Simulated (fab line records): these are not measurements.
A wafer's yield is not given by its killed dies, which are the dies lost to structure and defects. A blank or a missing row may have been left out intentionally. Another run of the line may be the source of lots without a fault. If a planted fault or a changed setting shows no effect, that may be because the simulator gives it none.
The tool behind it: which one? ; flow sky130 ; Sampling: 6 lots, 18 wafers, 4 of 708 route steps

WHAT EACH GAUGE READ, for each wafer
SKY_SD_P_OVL_MEAS_08.
lot;measured;on;SD_P_OVL (nm)
L744;day 25 22:01;overlay-02;-2.6 1.8 -0.9
L746;day 26 21:07;overlay-02;-1.0 0.5 -0.2
L752;day 29 03:55;overlay-01;100.4 99.1 99.1
L756;day 30 06:28;overlay-01;-3.9 -3.4 -3.3
L761;day 31 19:34;overlay-02;-3.6 -1.3 -2.8
L765;day 33 00:17;overlay-02;-1.6 -1.0 -2.8

WHICH TOOL RAN EACH LOT (tool, then ch and the chambers of the sampled wafers, then the start)
lot;SKY_POLY_GATE_ETCH_15;SKY_POLY_GATE_ETCH_17;SKY_SD_P_EXPOSE_04
L744;rie-diel-02 ch 0,3, day 16 20:36;rie-si-01 ch 1,2,3, day 16 20:47;iline-stepper-02 ch 0, day 25 08:33
L746;rie-diel-02 ch 1,2,3, day 17 17:02;rie-si-02 ch 1,2,3, day 17 17:13;iline-stepper-01 ch 0, day 26 06:48
L752;rie-diel-03 ch 1,2,3, day 20 06:18;rie-si-01 ch 0,1,3, day 20 06:29;iline-stepper-01 ch 0, day 28 13:37
L756;rie-diel-03 ch 0,2,3, day 21 10:32;rie-si-02 ch 0,2,3, day 21 10:43;iline-stepper-02 ch 0, day 29 16:23
L761;rie-diel-01 ch 1,2, day 23 02:48;rie-si-01 ch 1,2, day 23 02:59;iline-stepper-02 ch 0, day 31 05:29
L765;rie-diel-03 ch 1,2, day 24 12:15;rie-si-01 ch 0,1,3, day 24 12:26;iline-stepper-02 ch 0, day 32 10:44
- SKY_POLY_GATE_ETCH_15: etches BARC in N2/H2, stops on SiO2, time 118.5 s, target depth 110 nm.
- SKY_POLY_GATE_ETCH_17: etches poly-Si in HBr/Cl2, stops on SiO2, target depth 180 nm, time 70.5 s.
- SKY_SD_P_EXPOSE_04: exposes mask PSDM, target cd 380 nm.

THE ANSWER, worked out from the rows above alone
Rule: the lots themselves supply what counts as usual. Put in order of their means at a reading, lots are off if they are a third of the lots or fewer, leave a main group of 4 or more, and stand apart from it by a gap of 3 or more times the standard deviation of the main group's means; of several such gaps the widest counts. Not used: any main group whose means are identical at the precision the tables above print for the reading. A lot without any number at a reading at which 4 lots or more have one is off too. The other lots that the step has rows for count as sound.
Off: L752, seen at SKY_SD_P_OVL_MEAS_08 (SD_P_OVL). For the main group the mean is -1.7 nm and the standard deviation 1.2.
If a tool, at a process step before that reading, ran all the lots that are off and no sound lot after the first of them, it fits. Those tools and the gauges at SKY_SD_P_OVL_MEAS_08 are tried in the same way. One fits: SKY_SD_P_EXPOSE_04 on iline-stepper-01. A fault onset in the window from L746 (day 26 06:48, its last sound lot) to L752 (day 28 13:37, its first lot off) fits.

WHAT THE SIMULATOR HAD INSERTED
Scanner matching overlay: iline-stepper-01, from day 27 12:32 on, at SKY_SD_P_EXPOSE_04. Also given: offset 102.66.
Lots struck among those shown: L752. Same finding as the rule above.
